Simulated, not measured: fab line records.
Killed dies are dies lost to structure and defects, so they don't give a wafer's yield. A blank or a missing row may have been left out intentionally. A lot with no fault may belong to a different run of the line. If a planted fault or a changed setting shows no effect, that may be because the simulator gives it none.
Which of the tools did it?    flow gf180mcu    36 wafers from 12 lots sampled at 2 of the route's 602 steps

WHAT THE GAUGES READ, wafer by wafer
GF_V2_THK_MEAS_03.
lot   measured      on             V2_CVD_02_THK (nm)
L075  day 19 21:42  film metro-02  849 845 864
L077  day 20 13:39  film metro-01  856 856 850
L079  day 21 08:19  film metro-02  841 836 834
L081  day 22 06:37  film metro-02  834 873 860
L083  day 22 17:38  film metro-04  833 874 852
L085  day 23 11:45  film metro-01  843 850 847
L087  day 24 08:10  film metro-02  832 839 852
L089  day 24 15:58  film metro-01  850 843 858
L091  day 25 10:14  film metro-04  841 844 845
L093  day 26 07:28  film metro-02  852 843 859
L095  day 26 12:51  film metro-01  843 862 855
L097  day 27 09:32  film metro-02  840 860 851

EACH LOT AND THE TOOL THAT RAN IT (in order: tool; ch and the chambers of the sampled wafers; start)
lot   GF_V1_STRIP_18
L075  plasma asher-04 ch 0,1, day 18 18:32
L077  plasma asher-02 ch 0,1, day 19 10:59
L079  plasma asher-03 ch 0,1, day 20 05:55
L081  plasma asher-04 ch 0,1, day 21 04:17
L083  plasma asher-02 ch 0,1, day 21 15:30
L085  plasma asher-02 ch 0,1, day 22 10:12
L087  plasma asher-04 ch 0,1, day 23 07:23
L089  plasma asher-02 ch 0, day 23 15:27
L091  plasma asher-03 ch 1, day 24 10:24
L093  plasma asher-02 ch 0,1, day 25 07:55
L095  plasma asher-02 ch 0, day 25 14:10
L097  plasma asher-04 ch 0,1, day 26 10:19
- GF_V1_STRIP_18: strips in O2/N2.

THE ANSWER, worked out from the rows above alone
Rule: usual is defined by the lots themselves. Put in order of their means at a reading, lots are off if they are a third of the lots or fewer, leave a main group of 4 or more, and stand apart from it by a gap of 3 or more times the standard deviation of the main group's means; of several such gaps the widest counts. A main group is skipped when, at the precision printed for the reading in the tables above, its means are all equal. Also off: a lot with no number at a reading for which 4 or more lots have one. The other lots that the step has rows for count as sound.
Across all readings shown, no lot is off: no conclusion can be drawn from this.

WHAT THE SIMULATOR HAD PUT IN
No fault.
